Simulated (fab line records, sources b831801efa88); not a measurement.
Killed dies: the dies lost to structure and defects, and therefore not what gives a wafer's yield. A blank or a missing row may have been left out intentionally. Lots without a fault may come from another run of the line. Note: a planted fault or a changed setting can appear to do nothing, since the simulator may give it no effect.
Which tool was responsible?	flow sky130	12 lots, 36 wafers sampled, at 4 steps of a route of 708

## WHAT EACH GAUGE READ, for each wafer
SKY_VT_ADJUST_NCORE_TW_MEAS_11. Usual: VT_ADJUST_NCORE_TW 218.4, standard deviation 1.8.
lot	measured	on	VT_ADJUST_NCORE_TW	flag
L482	day 8 15:58	film_metro-01	219.9 219.7 220.1	
L485	day 9 07:50	film_metro-04	216.0 216.1 215.1	
L487	day 10 00:45	film_metro-02	219.6 219.9 220.2	
L490	day 10 21:40	film_metro-02	219.6 222.1 221.1	
L491	day 11 05:59	film_metro-01	216.1 216.4 218.2	
L492	day 11 10:47	film_metro-02	219.7 218.9 219.2	
L493	day 11 20:14	film_metro-02	219.9 219.2 218.5	
L495	day 12 12:23	film_metro-04	215.1 216.1 216.0	
L496	day 12 14:29	film_metro-01	232.2 231.2 231.5	OFF
L497	day 12 23:29	film_metro-02	233.6 233.1 232.9	OFF
L498	day 13 03:07	film_metro-04	216.1 218.1 217.5	
L499	day 13 10:58	film_metro-02	220.3 219.3 219.8	

SKY_SONOS_ONO_THK_MEAS_01. Usual: SONOS_ONO_OXIDATION_THK 2.61 nm, standard deviation 0.051.
lot	measured	on	SONOS_ONO_OXIDATION_THK (nm)	flag
L482	day 11 16:13	film_metro-02	2.53 2.52 2.58	
L485	day 12 06:21	film_metro-01	2.50 2.58 2.60	
L487	day 13 02:37	film_metro-02	2.59 2.67 2.69	
L490	day 14 04:36	film_metro-04	2.58 2.57 2.59	
L491	day 14 11:32	film_metro-04	2.66 2.54 2.67	
L492	day 14 17:01	film_metro-04	2.66 2.63 2.70	
L493	day 15 05:06	film_metro-04	2.67 2.69 2.69	
L495	day 15 23:14	film_metro-02	2.62 2.68 2.71	
L496	day 16 01:26	film_metro-02	2.59 2.58 2.68	
L497	day 16 12:59	film_metro-02	2.59 2.62 2.58	
L498	day 16 15:17	film_metro-02	2.61 2.56 2.56	
L499	day 17 00:29	film_metro-02	2.60 2.62 2.61	

## WHICH TOOL RAN EACH LOT (tool, then ch and the chambers of the sampled wafers, then the start)
lot	SKY_DNWELL_STRIP_08	SKY_VT_ADJUST_NCORE_IMPLANT_09
L482	plasma_asher-01 ch 0,1, day 3 07:23	implanter-04 ch 0, day 8 15:44
L485	plasma_asher-01 ch 0,1, day 3 20:55	implanter-03 ch 0, day 9 07:36
L487	plasma_asher-01 ch 0,1, day 4 07:35	implanter-02 ch 0, day 10 00:33
L490	plasma_asher-04 ch 0,1, day 4 23:46	implanter-03 ch 0, day 10 21:25
L491	plasma_asher-03 ch 0,1, day 5 07:21	implanter-04 ch 0, day 11 05:47
L492	plasma_asher-04 ch 0,1, day 5 10:47	implanter-04 ch 0, day 11 10:32
L493	plasma_asher-04 ch 0,1, day 5 17:19	implanter-03 ch 0, day 11 20:00
L495	plasma_asher-04 ch 0,1, day 6 07:31	implanter-03 ch 0, day 12 12:08
L496	plasma_asher-04 ch 0,1, day 6 09:44	implanter-03 ch 0, day 12 14:14
L497	plasma_asher-03 ch 0,1, day 6 15:07	implanter-03 ch 0, day 12 23:14
L498	plasma_asher-01 ch 0,1, day 6 17:17	implanter-04 ch 0, day 13 02:52
L499	plasma_asher-04 ch 0,1, day 6 22:07	implanter-02 ch 0, day 13 10:44
- SKY_DNWELL_STRIP_08: strips in O2/N2.
- SKY_VT_ADJUST_NCORE_IMPLANT_09

## AS READ BY THE TOOLS THEMSELVES (means over the sampled wafers that have a number; for cases with no such wafer, the mark the record gives instead)
SKY_DNWELL_STRIP_08. Usual: drypump_motor_current_A 5.8 A, standard deviation 0.41; oes_product_au 0.722 a.u., standard deviation 0.0043; strip_time_to_endpoint_s 36.89 s, standard deviation 0.11.
lot	tool	drypump_motor_current_A (A)	oes_product_au (a.u.)	strip_time_to_endpoint_s (s)	flag
L482	plasma_asher-01	5.5	0.722	36.88	
L485	plasma_asher-01	5.9	0.719	36.87	
L487	plasma_asher-01	5.8	0.722	37.02	
L490	plasma_asher-04	5.9	0.717	36.94	
L491	plasma_asher-03	5.9	0.726	36.76	
L492	plasma_asher-04	5.8	0.722	36.87	
L493	plasma_asher-04	5.8	0.721	36.86	
L495	plasma_asher-04	5.8	0.721	37.06	
L496	plasma_asher-04	5.8	0.724	36.76	
L497	plasma_asher-03	5.6	0.720	37.00	
L498	plasma_asher-01	5.5	0.723	36.78	
L499	plasma_asher-04	5.9	0.720	36.92	

SKY_VT_ADJUST_NCORE_IMPLANT_09. Usual: beam_on_s 10.01 s, standard deviation 0.19; faraday_current_uA 13.53, standard deviation 0.26.
lot	tool	beam_on_s (s)	faraday_current_uA	flag
L482	implanter-04	9.75	13.88	
L485	implanter-03	9.97	13.58	
L487	implanter-02	10.04	13.50	
L490	implanter-03	10.16	13.36	
L491	implanter-04	10.11	13.39	
L492	implanter-04	9.81	13.79	
L493	implanter-03	10.01	13.56	
L495	implanter-03	10.20	13.26	
L496	implanter-03	12.53	10.83	OFF
L497	implanter-03	12.43	10.90	OFF
L498	implanter-04	10.09	13.40	
L499	implanter-02	10.01	13.51	

## THE ANSWER, worked out from the rows above alone
Rule: a lot counts as off when the mean over its wafers that have a number is more than 3 standard deviations away from the usual mean. Also off: a lot with no number at a reading for which 4 or more lots have one. Where the step has rows for the other lots, those lots are counted as sound. First the gauges in route order, then the tools' own readings, where a lot's mean is used as printed above. The first step at which some lot is off is used, and at that step the reading that is off furthest; a lot without a number counts as furthest.
Off: at SKY_VT_ADJUST_NCORE_TW_MEAS_11 (VT_ADJUST_NCORE_TW), L496, L497.
If a tool, at a process step before that reading, ran all the lots that are off and no sound lot after the first of them, it fits. Not tried: the gauges at SKY_VT_ADJUST_NCORE_TW_MEAS_11; whatever is off there is also off at SKY_VT_ADJUST_NCORE_IMPLANT_09, on other tools, and gauge error can't account for it. One candidate fits, namely implanter-03 at SKY_VT_ADJUST_NCORE_IMPLANT_09. A fault onset in the window from L495 (day 12 12:08, its last sound lot) to L496 (day 12 14:14, its first lot off) fits.
The tool's own readings at SKY_VT_ADJUST_NCORE_IMPLANT_09 bear it out: on the lots that are off they differ by more than 5 times the standard deviation of the sound lots' means. beam_on_s reads 12.48 s there against 10.02 s on the sound lots; faraday_current_uA reads 10.87 there against 13.52 on the sound lots.

## WHAT THE SIMULATOR PUT IN
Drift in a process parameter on implanter-03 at SKY_VT_ADJUST_NCORE_IMPLANT_09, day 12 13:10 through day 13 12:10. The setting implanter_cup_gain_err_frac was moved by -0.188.
Lots struck among those shown: L496, L497. The rule above found the same.
